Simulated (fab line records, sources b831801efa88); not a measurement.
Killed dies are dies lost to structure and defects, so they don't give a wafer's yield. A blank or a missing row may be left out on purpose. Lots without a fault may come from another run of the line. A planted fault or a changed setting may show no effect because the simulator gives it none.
Split-lot experiment | flow sky130 | 5 lots, 23 wafers read, on a route of 708 steps

THE SPLIT
At SKY_SD_P_DEVELOP_06 (develop time 60 s), the setting develop_time_s was moved away from the recipe's 60 s on 10 of the 23 wafers read, by -9.0% to +12.8%. The other wafers ran this setting at the recipe's value.

The file shows no step between the split and the reading.

THE READING
cd_nm, in nm, at SKY_SD_P_CD_MEAS_07 (target cd 380 nm). Fault-free wafers of this fab line usually give 379.7 nm, standard deviation 2.2 nm.

wafer  | tool, chamber at the split | develop_time_s as run, s | against the recipe | cd_nm, nm | against lot-mates on the recipe
L075.1 | litho_track-03, 0          | 60                       | recipe             | 381.6     | -
L075.2 | litho_track-03, 0          | 60                       | recipe             | 382.2     | -
L075.5 | litho_track-03, 0          | 60                       | recipe             | 382.7     | -
L076.1 | litho_track-03, 0          | 66.88                    | +11.5%             | 386.3     | +9.0
L076.3 | litho_track-03, 0          | 60                       | recipe             | 377.7     | -
L076.4 | litho_track-03, 0          | 60                       | recipe             | 378.1     | -
L076.5 | litho_track-03, 0          | 66.88                    | +11.5%             | 387.9     | +10.6
L076.6 | litho_track-03, 0          | 60                       | recipe             | 376.0     | -
L077.1 | litho_track-02, 0          | 54.58                    | -9.0%              | 372.2     | -7.4
L077.2 | litho_track-02, 0          | 54.58                    | -9.0%              | 372.9     | -6.7
L077.3 | litho_track-02, 0          | 60                       | recipe             | 379.1     | -
L077.5 | litho_track-02, 0          | 60                       | recipe             | 380.1     | -
L077.6 | litho_track-02, 0          | 54.58                    | -9.0%              | 372.1     | -7.5
L082.1 | litho_track-02, 0          | 67.69                    | +12.8%             | 393.1     | +11.7
L082.2 | litho_track-02, 0          | 67.69                    | +12.8%             | 393.8     | +12.4
L082.4 | litho_track-02, 0          | 60                       | recipe             | 380.5     | -
L082.5 | litho_track-02, 0          | 60                       | recipe             | 381.4     | -
L082.6 | litho_track-02, 0          | 60                       | recipe             | 382.4     | -
L083.1 | litho_track-03, 0          | 63.9                     | +6.5%              | 386.7     | +5.3
L083.3 | litho_track-03, 0          | 60                       | recipe             | 382.8     | -
L083.4 | litho_track-03, 0          | 63.9                     | +6.5%              | 390.4     | +9.0
L083.5 | litho_track-03, 0          | 63.9                     | +6.5%              | 386.9     | +5.5
L083.6 | litho_track-03, 0          | 60                       | recipe             | 379.9     | -

THE FIT
A straight line over all 23 wafers: cd_nm changes by +0.883 nm for each +1% of develop_time_s; r = +0.93; the points scatter about the line by 2.2 nm.
The same after taking each lot's own level away (the mean of its wafers on the recipe; 23 wafers): +0.88 nm for each +1%; r = +0.98; scatter 1.1 nm.
On that fit, the largest move of develop_time_s shifts the reading by 11 nm.
The lots' own levels span 377.27 to 382.17 nm, that is 2.2 times the standard deviation above.
So the lot-to-lot level changes the slope little: the two slopes agree.
Check: with one of the wafers moved furthest among these (+12.8%) left out of the fit, the line predicts +11.5 nm for it against its lot-mates. It came out at +11.7 nm against them.

OTHER SPLITS ON THESE WAFERS
These wafers also went through other splits before the reading. Each is held against what the fit with the lots' levels taken away leaves over:
other split on the same wafers    | wafers away from the commonest value | r with cd_nm (lot level and that fit taken away)
SKY_POLY_GATE_IMPLANT_02 dose_cm2 | 10                                   | -0.23
SKY_POLY_GATE_ETCH_16 time_s      | 11                                   | -0.01
SKY_LDD_N_IMPLANT_09 energy_kev   | 7                                    | -0.20
SKY_LDD_HVN_IMPLANT_08 energy_kev | 6                                    | -0.16

THE FILE'S OWN FIT
cd_nm changes by +0.894 nm for each +1% of develop_time_s, r = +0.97.
